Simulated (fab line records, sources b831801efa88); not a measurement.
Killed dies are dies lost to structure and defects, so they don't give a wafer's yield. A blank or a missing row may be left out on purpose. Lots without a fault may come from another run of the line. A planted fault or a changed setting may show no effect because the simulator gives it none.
Tool commonality check | flow sky130 | 12 lots, 45 wafers sampled

WHY IT WAS OPENED
At SKY_SONOS_ONO_THK_MEAS_05 the reading SONOS_ONO_CVD_04_THK is flagged on 3 of 12 lots. Wafers without a fault read 5.75 nm, standard deviation 0.1.
Rule: a lot is flagged when every wafer of it that has a number lies more than 4 standard deviations from that mean, or none has a number. The other lots count as sound.

lot  | measured     | on            | SONOS_ONO_CVD_04_THK (nm), wafer by wafer | flag
L586 | day 12 09:07 | film_metro-03 | 5.75 5.75 5.78                            |
L591 | day 14 06:07 | film_metro-01 | 5.76 5.77 5.85                            |
L592 | day 14 07:21 | film_metro-02 | 5.73 5.70 5.86                            |
L593 | day 14 14:07 | film_metro-01 | 5.63 5.71 5.65                            |
L594 | day 15 05:25 | film_metro-01 | 5.52 5.54 5.53                            |
L595 | day 15 09:37 | film_metro-02 | 6.69 6.63 6.86 6.70 6.66 6.86             | FLAGGED
L596 | day 15 20:58 | film_metro-01 | 6.75 6.87 6.62 6.85 6.89 6.65             | FLAGGED
L597 | day 16 04:10 | film_metro-03 | 6.71 6.78 6.70 6.72 6.71 6.75             | FLAGGED
L604 | day 18 10:28 | film_metro-01 | 5.50 5.71 5.58                            |
L605 | day 18 15:52 | film_metro-03 | 5.77 5.76 5.83                            |
L606 | day 19 02:21 | film_metro-02 | 5.65 5.65 5.63                            |
L607 | day 19 08:23 | film_metro-01 | 5.64 5.94 5.87                            |
The numbers of the flagged lots are 6.74 nm on average: +0.99 nm against the usual, or +10 standard deviations.

WHICH TOOL RAN EACH LOT
The record holds 1 process step before the reading, out of a route of 708 steps. In each cell: the tool, then ch and the chambers that the sampled wafers went through, then the start.
lot  | flag    | SKY_SONOS_ONO_CVD_04
L586 |         | lpcvd-03 ch 1, day 12 07:50
L591 |         | lpcvd-03 ch 0, day 14 04:51
L592 |         | lpcvd-03 ch 0, day 14 06:06
L593 |         | lpcvd-03 ch 0, day 14 12:52
L594 |         | lpcvd-03 ch 0, day 15 04:10
L595 | FLAGGED | lpcvd-03 ch 0, day 15 08:21
L596 | FLAGGED | lpcvd-03 ch 0, day 15 19:43
L597 | FLAGGED | lpcvd-03 ch 0, day 16 02:55
L604 |         | lpcvd-03 ch 0, day 18 09:12
L605 |         | lpcvd-03 ch 1, day 18 14:36
L606 |         | lpcvd-03 ch 1, day 19 01:05
L607 |         | lpcvd-03 ch 0, day 19 06:29
What these steps do:
- SKY_SONOS_ONO_CVD_04: deposits SiO2 from SiH4/N2O, target thk 5.7199 nm.
- SKY_SONOS_ONO_THK_MEAS_05

FLAGGED OVER TOTAL, TOOL BY TOOL (the gauges that took the reading come last)
step                      | tool          | lots run | flagged | share of the flagged lots | sound lots run after its first flagged lot
SKY_SONOS_ONO_CVD_04      | lpcvd-03      | 12       | 3       | all                       | 4 (L604,L605,L606,L607)
SKY_SONOS_ONO_THK_MEAS_05 | film_metro-01 | 6        | 1       | some                      | 2 (L604,L607)
SKY_SONOS_ONO_THK_MEAS_05 | film_metro-02 | 3        | 1       | some                      | 1 (L606)
SKY_SONOS_ONO_THK_MEAS_05 | film_metro-03 | 3        | 1       | some                      | 1 (L605)

WHAT THE TABLE ALLOWS
1 row of the table ran every flagged lot: lpcvd-03 at SKY_SONOS_ONO_CVD_04.
- lpcvd-03 at SKY_SONOS_ONO_CVD_04: 3 of its 12 lots flagged. Sound lots ran on it after the first flagged one (L604, L605, L606, L607), which a lasting fault on the whole tool wouldn't allow. Its own readings lie more than 4 standard deviations out on every wafer of the flagged lots: spike_tc_bottom_C, spike_tc_centre_C, spike_tc_lower_C, spike_tc_upper_C, susceptor_temp_C.
No row of the table ran every flagged lot and no sound lot after the first.

WHAT THE SIMULATOR HAD PUT IN
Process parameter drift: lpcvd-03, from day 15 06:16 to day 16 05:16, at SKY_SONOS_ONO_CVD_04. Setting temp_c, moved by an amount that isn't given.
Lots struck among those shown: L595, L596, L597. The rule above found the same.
